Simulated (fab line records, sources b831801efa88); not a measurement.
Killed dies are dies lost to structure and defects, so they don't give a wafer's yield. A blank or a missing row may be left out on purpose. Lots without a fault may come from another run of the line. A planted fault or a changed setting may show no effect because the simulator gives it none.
fab line records | flow sky130
record lots=6 wafers=18 last_day=50
route steps=708 shown VT_ADJUST_HVTR@139 VT_ADJUST_PCH@143 SONOS_TUNNEL@154 PAD_OPEN@708
lots that met no fault: from a run of the same line without faults
start_h: hours from the record's first day to the start of the lot's first wafer shown | wait_h: hours since the lot's step before | " the same as in the row above | L1.1+2: a row that stands for several wafers | - no value, or no start given | * or withheld: withheld | < > ~ a bound
route shown NAME@n: a module of which the file shows steps, and the number in the route of the first | usual: mean/standard deviation of fault-free wafers | same: alike in all rows | chamber/n: place in a boat | sites: the reading at each site | _std_site: their standard deviation | _edge_site: outer sites' mean less inner sites' | radius_mm: how far each site lies from the wafer's centre | mask NAME#n: copy n | behind: the tool/chamber that last shaped the wafer | hold: why the lot was held/for how many hours/how that ended | device: the transistor (n, p or np) that didn't switch | end of line: the same wafers' tests at the end of the route | a step without rows: its recipe alone | killed: dies lost to structure and defects at the first sort, not the wafer's yield | map: a wafer's dies, x killed, . not, _ none there
set.NAME: the setting as run; set.NAME@STEP: as run at that earlier step | model.NAME: the simulator's own value behind a step, which no gauge read
lots at some steps of the route; a table a step, a row a wafer
services: from which hour (start_h, from the record's first day; less than 0 if before it) a tool's chamber was out of use, for how many hours, and why
## steps
# step SKY_VT_ADJUST_HVTR_OVL_MEAS_08
# usual VT_ADJUST_HVTR_OVL=0.1/1.4
# columns lot.wafer tool chamber start_h wait_h VT_ADJUST_HVTR_OVL[nm]
L824.1 overlay-02 - 212.01 0.1 0.1
L824.4 " - " " -1.7
L824.5 " - " " 0.1
L830.3 overlay-01 - 275.74 0.1 1.0
L830.5 " - " " 1.2
L830.6 " - " " 0.4
L840.1 overlay-01 - 332.55 0.1 -0.3
L840.3 " - " " 0.8
L840.5 " - " " -0.7
L842.1 overlay-01 - 345.76 0.1 -1.1
L842.2 " - " " 2.0
L842.6 " - " " 2.8
L843.4 overlay-01 - 349.13 0.1 -0.6
L843.5 " - " " -1.4
L843.6 " - " " -1.5
L845.1 overlay-01 - 367.63 0.1 0.8
L845.3 " - " " 2.5
L845.6 " - " " 1.5
# step SKY_VT_ADJUST_HVTR_IMPLANT_09
# recipe species=B energy_kev=10 dose_cm2=2.1e+12 tilt_deg=withheld
# step SKY_VT_ADJUST_HVTR_STRIP_10
# recipe chemistry=O2/N2 power_w=1400 pressure_mtorr=1500 platen_temp_c=withheld o2_flow_sccm=3000 n2_flow_sccm=300 overash_fraction=0.5
# usual drypump_motor_current_A=5.6/0.53 oes_product_au=0.716/0.0046 strip_time_to_endpoint_s=14.20/0.046
# columns lot.wafer tool chamber start_h wait_h drypump_motor_current_A oes_product_au rf_hours_counter_h strip_time_to_endpoint_s
L824.1 plasma_asher-03 1 212.20 0.1 6.1 0.713 41 14.25
L824.4 " 1 " " 6.1 0.711 - 14.22
L824.5 " 0 " " 4.8 0.710 - 14.22
L830.3 plasma_asher-02 0 275.95 0.1 5.8 0.714 - 14.12
L830.5 " 1 " " 5.9 0.715 - 14.13
L830.6 " 0 " " 5.8 0.719 - 14.14
L840.1 plasma_asher-02 0 332.73 0.1 5.8 0.705 62 14.21
L840.3 " 0 " " 5.8 0.723 - 14.21
L840.5 " 0 " " 5.8 0.715 - 14.20
L842.1 plasma_asher-04 1 345.95 0.1 5.0 0.720 22 14.17
L842.2 " 0 " " 6.2 0.715 22 14.16
L842.6 " 0 " " 6.2 0.713 - 14.19
L843.4 plasma_asher-02 0 349.33 0.1 5.8 0.716 - 14.24
L843.5 " 0 " " 5.8 0.716 - 14.24
L843.6 " 1 " " 5.9 0.712 - 14.22
L845.1 plasma_asher-03 0 367.82 0.1 4.8 0.715 55 14.20
L845.3 " 0 " " 4.8 0.718 - 14.15
L845.6 " 1 " " 6.1 0.714 - 14.22
# step SKY_VT_ADJUST_HVTR_TW_MEAS_11
# usual VT_ADJUST_HVTR_TW=209.7/1.1
# columns lot.wafer tool chamber start_h wait_h VT_ADJUST_HVTR_TW
L824.1 film_metro-02 - 212.30 0.1 208.5
L824.4 " - " " 207.4
L824.5 " - " " 208.3
L830.3 film_metro-03 - 276.04 0.1 210.0
L830.5 " - " " 210.5
L830.6 " - " " 210.9
L840.1 film_metro-02 - 332.83 0.1 208.7
L840.3 " - " " 208.9
L840.5 " - " " 209.2
L842.1 film_metro-02 - 346.05 0.1 208.3
L842.2 " - " " 207.7
L842.6 " - " " 209.7
L843.4 film_metro-04 - 349.43 0.1 211.0
L843.5 " - " " 211.2
L843.6 " - " " 210.0
L845.1 film_metro-02 - 367.92 0.1 209.9
L845.3 " - " " 208.7
L845.6 " - " " 209.2
# step SKY_VT_ADJUST_PCH_DEHYDRATE_00
# recipe temp_c=200 time_s=60
# step SKY_VT_ADJUST_PCH_HMDS_01
# recipe prime_time_s=60 prime_temp_c=120
# step SKY_VT_ADJUST_PCH_COAT_02
# recipe spin_rpm=2000 resist_thk_nm=3000
# step SKY_VT_ADJUST_PCH_SOFTBAKE_03
# recipe temp_c=110 time_s=withheld
# step SKY_VT_ADJUST_PCH_EXPOSE_04
# recipe mask_id=NWM na=0.6 source_shape=conventional sigma_outer=0.6 polarization=unpolarized target_cd_nm=840 dose_mj=255
# step SKY_VT_ADJUST_PCH_PEB_05
# recipe temp_c=115 time_s=withheld
# step SKY_VT_ADJUST_PCH_DEVELOP_06
# recipe wall_angle_deg=90 developer=TMAH develop_time_s=60 dev_temp_c=23
# step SKY_VT_ADJUST_PCH_OVL_MEAS_07
# usual VT_ADJUST_PCH_OVL=-1.4/1.3
# columns lot.wafer tool chamber start_h wait_h VT_ADJUST_PCH_OVL[nm]
L824.1 overlay-02 - 234.48 - -4.8
L824.4 " - " " -2.3
L824.5 " - " " -3.0
L830.3 overlay-02 - 302.40 - -0.8
L830.5 " - " " -1.7
L830.6 " - " " -1.9
L840.1 overlay-02 - 358.99 - -1.8
L840.3 " - " " 0.1
L840.5 " - " " 1.7
L842.1 overlay-02 - 373.93 - -1.3
L842.2 " - " " -1.3
L842.6 " - " " 0.8
L843.4 overlay-02 - 376.76 - -1.5
L843.5 " - " " -1.8
L843.6 " - " " 0.3
L845.1 overlay-01 - 396.84 - 0.0
L845.3 " - " " -2.1
L845.6 " - " " -1.6
# step SKY_VT_ADJUST_PCH_IMPLANT_08
# recipe species=B energy_kev=10 dose_cm2=5e+11 tilt_deg=withheld
# usual dose_ions_cm2=5e+11/5.1e+08 faraday_current_uA=2.82/0.048
# columns lot.wafer tool chamber start_h wait_h dose_ions_cm2 faraday_current_uA
L824.1 implanter-01 0 234.51 0.0 5e+11 2.86
L824.4 " 0 " " 5.003e+11 2.81
L824.5 " 0 " " 4.984e+11 2.78
L830.3 implanter-03 0 302.48 0.1 4.999e+11 2.85
L830.5 " 0 " " 5.008e+11 2.87
L830.6 " 0 " " 5.006e+11 2.86
L840.1 implanter-03 0 359.03 0.0 2.004e+11 1.11
L840.3 " 0 " " 2.003e+11 1.12
L840.5 " 0 " " 2.002e+11 1.15
L842.1 implanter-03 0 373.96 0.0 1.997e+11 1.16
L842.2 " 0 " " 2.001e+11 1.12
L842.6 " 0 " " 2e+11 1.12
L843.4 implanter-04 0 376.85 0.1 5.009e+11 2.88
L843.5 " 0 " " 4.995e+11 2.78
L843.6 " 0 " " 5.008e+11 2.90
L845.1 implanter-01 0 396.88 0.0 5.002e+11 2.84
L845.3 " 0 " " 5.002e+11 2.85
L845.6 " 0 " " 4.993e+11 2.78
# step SKY_VT_ADJUST_PCH_STRIP_09
# recipe chemistry=O2/N2 power_w=1400 pressure_mtorr=1500 platen_temp_c=withheld o2_flow_sccm=3000 n2_flow_sccm=300 overash_fraction=0.5
# usual drypump_motor_current_A=5.6/0.4 oes_product_au=0.722/0.0045 strip_time_to_endpoint_s=36.92/0.11
# columns lot.wafer tool chamber start_h wait_h drypump_motor_current_A oes_product_au rf_hours_counter_h strip_time_to_endpoint_s
L824.1 plasma_asher-01 1 234.66 0.1 5.9 0.728 54 36.95
L824.4 " 1 " " 5.9 0.718 - 36.92
L824.5 " 1 " " 5.9 0.713 - 36.90
L830.3 plasma_asher-02 1 302.61 0.1 5.9 0.723 - 37.08
L830.5 " 1 " " 5.9 0.719 - 37.08
L830.6 " 0 " " 5.8 0.717 - 37.14
L840.1 plasma_asher-02 1 359.18 0.1 5.9 0.722 65 36.75
L840.3 " 1 " " 5.9 0.724 - 36.87
L840.5 " 0 " " 5.8 0.726 - 36.73
L842.1 plasma_asher-01 0 374.11 0.1 5.3 0.726 68 36.99
L842.2 " 1 " " 6.0 0.727 68 36.95
L842.6 " 1 " " 6.0 0.721 - 37.10
L843.4 plasma_asher-02 1 376.96 0.1 5.9 0.720 - 36.85
L843.5 " 1 " " 5.9 0.720 - 36.92
L843.6 " 0 " " 5.8 0.723 - 36.90
L845.1 plasma_asher-01 0 397.03 0.1 5.3 0.715 71 36.89
L845.3 " 0 " " 5.3 0.721 - 36.83
L845.6 " 0 " " 5.3 0.724 - 36.78
# step SKY_VT_ADJUST_PCH_TW_MEAS_10
# usual VT_ADJUST_PCH_TW=141.9/0.74
# columns lot.wafer tool chamber start_h wait_h VT_ADJUST_PCH_TW
L824.1 film_metro-02 - 234.76 0.1 141.6
L824.4 " - " " 141.0
L824.5 " - " " 141.0
L830.3 film_metro-02 - 302.70 0.1 141.4
L830.5 " - " " 141.5
L830.6 " - " " 140.9
L840.1 film_metro-04 - 359.28 0.1 112.9
L840.3 " - " " 113.6
L840.5 " - " " 114.1
L842.1 film_metro-01 - 374.21 0.1 112.9
L842.2 " - " " 113.6
L842.6 " - " " 112.5
L843.4 film_metro-04 - 377.06 0.1 142.1
L843.5 " - " " 141.6
L843.6 " - " " 142.1
L845.1 film_metro-01 - 397.13 0.1 141.4
L845.3 " - " " 142.0
L845.6 " - " " 141.6
# step SKY_SONOS_TUNNEL_DEHYDRATE_00
# recipe temp_c=200 time_s=60
# step SKY_PAD_OPEN_PROBE_99
# usual killed_at_M0_to_M3=44/6 killed_at_M4_up=3.3/2.1 killed_at_contacts=25/5.5 killed_at_front_end=15/4.3 killed_dies=88/9.1 killed_open=48/6.6 killed_short=39/6.7
# same gross_dies=492 killed_at_back_side=0 killed_at_other=0
# columns lot.wafer tool chamber start_h wait_h killed_at_M0_to_M3 killed_at_M4_up killed_at_contacts killed_at_front_end killed_dies killed_open killed_short model.etest.nfet_16v.r_on_ohm_um model.etest.pfet_g5v0d10v5.r_on_ohm_um model.etest.pfet_g5v0d10v5.drive_ua_um model.etest.pfet_01v8_lvt.drive_ua_um model.etest.pfet_16v.drive_ua_um model.etest.pfet_01v8_mvt.drive_ua_um model.etest.pfet_g5v0d10v5.off_log10_a_um model.etest.pfet_01v8_lvt.off_log10_a_um
L824.1 prober-01 - 1076.81 0.1 40 2 23 17 82 48 34 1.416e+04 4751 342.7 173.6 247.3 151.3 -12.43 -8.929
L824.4 prober-01 - 1076.96 0.2 42 6 26 15 89 51 38 1.424e+04 4733 335.5 177.4 245.3 155.3 -12.82 -9.081
L824.5 prober-01 - 1077.01 0.2 34 6 33 14 87 51 36 1.436e+04 4856 333.1 174.8 241.9 150.9 -12.65 -8.828
L830.3 prober-01 - 1135.98 0.2 36 0 21 10 67 35 32 1.382e+04 4675 346.4 178.6 241 156.7 -12.93 -8.93
L830.5 prober-01 - 1136.08 0.2 48 4 19 18 89 45 43 1.374e+04 4705 347.9 178.5 244.2 157.4 -12.86 -8.711
L830.6 prober-01 - 1136.13 0.2 51 3 20 8 82 40 42 1.391e+04 4720 342.2 178.3 241.2 157.4 -12.87 -8.907
L840.1 prober-01 - 1182.51 0.1 38 1 22 17 78 34 44 1.371e+04 4842 340.7 165.3 246.5 144.1 -13.26 -9.75
L840.3 prober-01 - 1182.61 0.2 39 1 26 13 79 48 31 1.397e+04 4919 335.5 163.7 245 141.7 -13.49 -9.722
L840.5 prober-01 - 1182.71 0.2 43 4 13 14 74 44 30 1.372e+04 4816 337.8 164.7 245.6 143.1 -13.35 -9.844
L842.1 prober-01 - 1187.18 0.1 35 4 24 19 82 46 36 1.38e+04 4793 343.7 166.1 243.2 140.4 -13.49 -9.921
L842.2 prober-01 - 1187.23 0.1 35 5 25 16 81 49 32 1.374e+04 4785 343.3 167.5 247.9 142.9 -13.56 -9.884
L842.6 prober-01 - 1187.43 0.2 51 9 20 12 92 49 43 1.379e+04 4790 342.7 164.7 246.4 140.8 -13.35 -9.904
L843.4 prober-02 - 1187.96 0.2 37 3 22 15 77 40 37 1.422e+04 4754 349.4 179.8 247.1 159.6 -12.27 -8.969
L843.5 prober-02 - 1188.01 0.2 54 1 38 14 107 69 38 1.397e+04 4727 345 177.4 248.2 158.8 -12.68 -8.709
L843.6 prober-02 - 1188.06 0.2 35 1 19 18 73 41 32 1.405e+04 4692 350.1 178.4 248.6 157.4 -12.36 -8.775
L845.1 prober-02 - 1194.21 0.1 43 7 26 17 93 51 42 1.416e+04 4676 349.3 178 245.2 155.1 -12.63 -8.653
L845.3 prober-02 - 1194.31 0.2 35 2 27 12 76 48 28 1.419e+04 4755 338.5 176.7 244.2 153.8 -12.82 -8.71
L845.6 prober-02 - 1194.46 0.2 44 3 27 11 85 42 43 1.405e+04 4667 351.8 176.9 245.8 155 -12.33 -8.6
# killed by level:class
L824.1 VIA1:geometric_particle:open=14 CONTACT:geometric_particle:open=10 METAL1:geometric_particle:short=8 VIA3:geometric_particle:open=7 POLY_GATE:geometric_particle:short=6 LI_CONTACT:geometric_particle:open=6 FIELD_ISO:geometric_particle:short=3 POLY_GATE:geometric_particle:open=3
L824.4 VIA1:geometric_particle:open=8 VIA2:geometric_particle:open=8 CONTACT:geometric_particle:open=7 POLY_GATE:geometric_particle:short=6 LI_CONTACT:geometric_particle:open=6 METAL1:geometric_particle:short=6 METAL3:geometric_particle:short=5 VIA3:geometric_particle:open=5
L824.5 VIA1:geometric_particle:open=13 LI_CONTACT:geometric_particle:open=10 CONTACT:geometric_particle:open=10 FIELD_ISO:geometric_particle:open=7 VIA1:geometric_particle:short=7 LI_CONTACT:geometric_particle:short=6 LOCAL_INTERCONNECT:geometric_particle:short=5 METAL4:geometric_particle:short=5
L830.3 VIA1:geometric_particle:open=13 CONTACT:geometric_particle:short=9 VIA3:geometric_particle:short=6 CONTACT:geometric_particle:open=5 METAL2:geometric_particle:short=5 FIELD_ISO:geometric_particle:open=4 LI_CONTACT:geometric_particle:open=4 FIELD_ISO:geometric_particle:short=3
L830.5 VIA1:geometric_particle:open=12 VIA1:geometric_particle:short=8 VIA3:geometric_particle:open=7 POLY_GATE:geometric_particle:short=6 CONTACT:geometric_particle:open=6 LI_CONTACT:geometric_particle:open=6 METAL1:geometric_particle:short=6 FIELD_ISO:geometric_particle:short=5
L830.6 METAL1:geometric_particle:short=12 VIA2:geometric_particle:open=9 CONTACT:geometric_particle:short=8 CONTACT:geometric_particle:open=7 VIA1:geometric_particle:open=7 FIELD_ISO:geometric_particle:open=4 VIA2:geometric_particle:short=4 VIA3:geometric_particle:open=4
L840.1 LOCAL_INTERCONNECT:geometric_particle:short=9 VIA1:geometric_particle:short=8 VIA1:geometric_particle:open=8 METAL2:geometric_particle:short=6 LI_CONTACT:geometric_particle:open=5 VIA3:geometric_particle:open=5 FIELD_ISO:geometric_particle:short=4 POLY_GATE:geometric_particle:short=4
L840.3 CONTACT:geometric_particle:open=13 VIA1:geometric_particle:open=10 LI_CONTACT:geometric_particle:open=5 VIA2:geometric_particle:open=5 POLY_GATE:geometric_particle:open=4 CONTACT:geometric_particle:short=4 METAL2:geometric_particle:short=4 VIA3:geometric_particle:open=4
L840.5 VIA1:geometric_particle:open=15 METAL2:geometric_particle:short=7 VIA3:geometric_particle:open=6 LI_CONTACT:geometric_particle:open=5 CONTACT:geometric_particle:open=4 METAL3:geometric_particle:short=4 POLY_GATE:geometric_particle:open=3 POLY_GATE:geometric_particle:short=3
L842.1 VIA3:geometric_particle:open=10 CONTACT:geometric_particle:open=8 LI_CONTACT:geometric_particle:open=6 VIA1:geometric_particle:open=6 FIELD_ISO:geometric_particle:short=5 FIELD_ISO:geometric_particle:open=4 POLY_GATE:geometric_particle:short=4 LOCAL_INTERCONNECT:geometric_particle:short=4
L842.2 CONTACT:geometric_particle:open=10 VIA1:geometric_particle:open=10 POLY_GATE:geometric_particle:open=6 METAL1:geometric_particle:short=6 LI_CONTACT:geometric_particle:open=6 METAL2:geometric_particle:short=6 VIA2:geometric_particle:open=5 VIA3:geometric_particle:open=4
L842.6 VIA1:geometric_particle:open=12 CONTACT:geometric_particle:open=8 METAL1:geometric_particle:short=8 VIA3:geometric_particle:open=7 LI_CONTACT:geometric_particle:open=6 VIA1:geometric_particle:short=6 METAL4:geometric_particle:short=6 FIELD_ISO:geometric_particle:open=5
L843.4 VIA1:geometric_particle:open=12 CONTACT:geometric_particle:open=8 FIELD_ISO:geometric_particle:open=5 LOCAL_INTERCONNECT:geometric_particle:short=5 VIA1:geometric_particle:short=5 FIELD_ISO:geometric_particle:short=4 LI_CONTACT:geometric_particle:open=4 METAL2:geometric_particle:short=4
L843.5 LI_CONTACT:geometric_particle:open=14 CONTACT:geometric_particle:open=13 VIA2:geometric_particle:open=12 VIA1:geometric_particle:open=10 METAL2:geometric_particle:short=7 VIA3:geometric_particle:open=7 FIELD_ISO:geometric_particle:open=6 VIA2:geometric_particle:short=6
L843.6 VIA1:geometric_particle:open=12 VIA2:geometric_particle:open=7 POLY_GATE:geometric_particle:short=6 CONTACT:geometric_particle:open=6 LI_CONTACT:geometric_particle:open=5 CONTACT:geometric_particle:short=5 FIELD_ISO:geometric_particle:open=4 FIELD_ISO:geometric_particle:short=4
L845.1 VIA2:geometric_particle:open=11 CONTACT:geometric_particle:open=11 VIA1:geometric_particle:open=8 POLY_GATE:geometric_particle:short=6 VIA3:geometric_particle:open=6 LOCAL_INTERCONNECT:geometric_particle:short=6 METAL4:geometric_particle:short=5 POLY_GATE:geometric_particle:open=4
L845.3 CONTACT:geometric_particle:open=11 VIA1:geometric_particle:open=9 LI_CONTACT:geometric_particle:open=8 VIA2:geometric_particle:open=8 METAL2:geometric_particle:short=5 LOCAL_INTERCONNECT:geometric_particle:short=4 FIELD_ISO:geometric_particle:short=3 CONTACT:geometric_particle:short=3
L845.6 VIA3:geometric_particle:open=13 CONTACT:geometric_particle:open=10 LOCAL_INTERCONNECT:geometric_particle:short=6 METAL1:geometric_particle:short=6 VIA2:geometric_particle:open=5 CONTACT:geometric_particle:short=5 VIA1:geometric_particle:open=5 POLY_GATE:geometric_particle:short=4
## services
# columns tool chamber start_h hours kind
implanter-04 - 194.55 3.2 pm
plasma_asher-04 - 240.67 2.2 repair
implanter-01 - 264.01 3.1 pm
plasma_asher-02 - 271.89 3.8 repair
implanter-03 - 283.45 3.7 repair
plasma_asher-01 - 303.03 1.1 repair
implanter-04 - 313.57 3.3 repair
implanter-03 - 330.61 2.2 repair
plasma_asher-02 - 332.98 3.5 repair
plasma_asher-03 - 345.43 14.6 pm
implanter-03 - 345.63 3.9 repair
plasma_asher-02 - 352.09 2.6 repair
## key
first_sign step=SKY_VT_ADJUST_PCH_IMPLANT_08 reading=dose_ions_cm2 direction=down sigmas=99+ usual=* struck=*
effect step=SKY_VT_ADJUST_PCH_IMPLANT_08 reading=faraday_current_uA direction=down sigmas=35 usual=2.82 struck=1.13
effect step=SKY_VT_ADJUST_PCH_TW_MEAS_10 reading=VT_ADJUST_PCH_TW direction=down sigmas=39 usual=141.9 struck=113.3
model_effect step=SKY_PAD_OPEN_PROBE_99 value=etest.nfet_16v.r_on_ohm_um without=1.418e+04 struck=1.379e+04
met_at SKY_VT_ADJUST_PCH_IMPLANT_08
struck_wafers L840.1,L840.3,L840.5,L842.1,L842.2,L842.6
tester_left_out L840,L842
onset_between 302.48 359.03
fault kind=process_parameter_drift tool=implanter-03 chamber=- onset_h=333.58 steps=SKY_VT_ADJUST_PCH_IMPLANT_08 channel=dose_cm2 offset=* shape=step end_h=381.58 acts_in=* stated=*
# tester_left_out: of these lots the tester's yield and bins aren't shown, on N5 and GAA mostly nor the transistor test; their killed dies are dies lost to structure and defects alone, not to doping, threshold or leakage, so they don't give the yield
